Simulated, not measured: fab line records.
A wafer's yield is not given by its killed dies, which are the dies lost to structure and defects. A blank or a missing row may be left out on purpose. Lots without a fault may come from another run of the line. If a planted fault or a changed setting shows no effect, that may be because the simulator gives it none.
One fault seen from 2 desks || flow sky130 || each desk holds nothing but its own numbers, with what lay behind them at the end

== METROLOGY DESK ==
Means of the sampled wafers that have a number, per lot and without regard to the tool the lot ran on: this is what the gauges read. A lot is out of limits, marked OUT, if its mean lies more than 4 standard deviations from the usual mean; the brackets give that distance.
Columns: A = LDD_HVP_OVL at SKY_LDD_HVP_OVL_MEAS_07, usual -0.3 nm; B = LDD_HVP_TW at SKY_LDD_HVP_TW_MEAS_10, usual 456; C = LDD_LDN_OVL at SKY_LDD_LDN_OVL_MEAS_07, usual -0.1 nm
{"lot": "L197", "first seen here": "day 24 02:40", "A": 0.5, "B": 454, "C": 1.0}
{"lot": "L198", "first seen here": "day 24 02:58", "A": -1.8, "B": 462, "C": -2.2}
{"lot": "L202", "first seen here": "day 25 16:03", "A": 0.7, "B": 457, "C": 1.0}
{"lot": "L203", "first seen here": "day 26 00:58", "A": -0.9, "B": 455, "C": -0.7}
{"lot": "L204", "first seen here": "day 26 08:34", "A": -0.2, "B": 453, "C": -0.3}
{"lot": "L211", "first seen here": "day 29 09:09", "A": 0.6, "B": 454, "C": 2.2}
{"lot": "L212", "first seen here": "day 29 10:27", "A": -1.1, "B": 454, "C": -1.2}
This desk found nothing out of limits on any of the 7 lots.

== TOOL OWNER'S DESK, implanter-01 ==
For each lot that ran on this tool, the mean over its sampled wafers that have a number, from the tool's own readings at SKY_LDD_LDN_IMPLANT_08. A lot is out of limits, marked OUT, if its mean lies more than 4 standard deviations from the usual mean; the brackets give that distance.
Columns: A = beamEnergyKeV at SKY_LDD_LDN_IMPLANT_08, usual 15.000
{"lot": "L198", "first seen here": "day 25 08:03", "A": 15.000}
{"lot": "L202", "first seen here": "day 26 22:05", "A": "19.954 (+99 or more) OUT"}
{"lot": "L203", "first seen here": "day 27 06:39", "A": "19.950 (+99 or more) OUT"}
{"lot": "L204", "first seen here": "day 27 14:03", "A": "19.954 (+99 or more) OUT"}
This desk's finding: out of limits on L202, L203, L204; first on L202, day 26 22:05 (beamEnergyKeV at SKY_LDD_LDN_IMPLANT_08). Within limits: L198.

== TAKEN TOGETHER ==
An alarm could have come from the tool owner's desk at day 26 22:05, on L202, L203, L204.
At the metrology desk, nothing out of limits was observed.
The metrology desk holds a record of L202, L203, L204, inside its limits.
Of the lots named, all ran SKY_LDD_LDN_IMPLANT_08 on implanter-01.

== WHAT THE SIMULATOR HAD PUT IN ==
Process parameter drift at SKY_LDD_LDN_IMPLANT_08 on implanter-01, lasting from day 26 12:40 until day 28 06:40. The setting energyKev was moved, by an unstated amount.
Shown lots that were struck: L202, L203, L204.
Time in hours from fault onset to the first out-of-limits reading at each desk: the tool owner's desk, 9.
